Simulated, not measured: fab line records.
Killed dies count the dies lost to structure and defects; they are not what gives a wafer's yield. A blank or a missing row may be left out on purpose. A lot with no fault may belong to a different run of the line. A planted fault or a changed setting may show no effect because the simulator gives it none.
Chamber matching    flow sky130    4 sister chambers for SKY_LI_CONTACT_CMP_24 on cmp-02
The step polishes, stops on PSG, t overpolish 20 s, target thk 0 nm. 7 wafers are shown with their chamber, then 8 later ones without.

## EACH WAFER AND ITS CHAMBER
wafer   chamber  motorCurrentA (A)  overpolishRunS (s)
L706.1  0        11.5               19.996
L711.5  3        9.9                20.000
L714.6  3        9.8                19.990
L715.2  1        12.1               19.998
L715.4  2        10.9               19.991
L715.6  1        12.9               20.009
L721.2  2        10.9               19.999

## WAFERS WITHOUT THEIR CHAMBER
wafer   motorCurrentA (A)  overpolishRunS (s)
L721.3  12.3               20.007
L721.4  9.9                19.993
L723.3  12.1               20.007
L723.5  10.4               19.997
L723.6  10.9               20.013
L725.2  12.2               19.990
L725.3  10.0               20.011
L725.5  13.1               19.995

## EACH ONE'S CHAMBER
wafer   from the rows above           in truth
L721.3  1                             1
L721.4  3                             3
L723.3  can't be placed: 1 or 0       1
L723.5  can't be placed: 2 or 3 or 0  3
L723.6  can't be placed: 2 or 0 or 3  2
L725.2  can't be placed: 1 or 0 or 2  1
L725.3  can't be placed: 3 or 2       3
L725.5  1                             1
Placed correctly: 3 of 8. Not placeable from these rows: 5 (in 5, the candidates include the true chamber). Number placed wrongly: 0.
How it was worked out, from the rows above alone: a wafer's distance from a chamber is the root of the sum, over the readings, of the square of ((its reading less the chamber's mean) divided by the reading's scatter). If the next closest chamber is less than 2 further off than the closest, the wafer can't be placed; otherwise it belongs to the closest. Each chamber's mean is taken over the wafers shown for it. How the scatter is found: for the shown wafers, subtract from each reading the mean of its chamber, square and add these, divide the total by (wafers less chambers), then take the root.
